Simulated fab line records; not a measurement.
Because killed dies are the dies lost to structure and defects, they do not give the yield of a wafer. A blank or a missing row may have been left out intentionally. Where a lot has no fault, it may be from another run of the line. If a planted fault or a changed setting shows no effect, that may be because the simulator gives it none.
Matching of chambers ; flow gf180mcu ; GF_V1_CVD_02 on pecvd-02: 3 sister chambers
The step deposits SiO2 from TEOS, target thk 850 nm, time 94.851 s. 14 wafers are shown with their chamber, then 7 later ones without.

WAFERS, EACH WITH ITS CHAMBER
wafer;chamber;heaterPowerW (W)
L077.1;1;744
L077.3;2;688
L077.4;0;669
L081.1;1;753
L081.2;0;646
L081.5;2;716
L082.2;0;632
L082.4;0;671
L082.5;2;719
L083.2;1;680
L083.5;0;649
L083.6;1;719
L091.2;1;673
L091.3;2;612

SIGNATURES (averages over the wafers above)
reading;chamber 0;chamber 1;chamber 2;scatter within a chamber
heaterPowerW;653.40;713.80;683.75;35.4
Rule: distance of a wafer from a chamber = root of the sum over the readings of ((wafer's reading minus chamber's mean) / reading's scatter) squared. The wafer belongs to the nearest chamber; if the next one is less than 2 further off, it can't be placed. How the scatter is found: for the shown wafers, subtract from each reading the mean of its chamber, square and add these, divide the total by (wafers less chambers), then take the root.

WAFERS WITH NO CHAMBER GIVEN
wafer;heaterPowerW (W)
L091.4;722
L093.4;605
L093.5;603
L093.6;750
L096.4;719
L096.5;572
L096.6;536

WHICH CHAMBER EACH WENT THROUGH
wafer;from the rows above;in truth
L091.4;can't be placed: 1 or 2 or 0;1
L093.4;can't be placed: 0 or 2 or 1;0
L093.5;can't be placed: 0 or 2 or 1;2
L093.6;can't be placed: 1 or 2 or 0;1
L096.4;can't be placed: 1 or 2 or 0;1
L096.5;can't be placed: 0 or 2 or 1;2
L096.6;can't be placed: 0 or 2 or 1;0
Placed correctly: 0 of 7. Cannot be placed on the basis of these rows: 7; the candidates contain the true chamber in 7. Placed wrongly: 0.
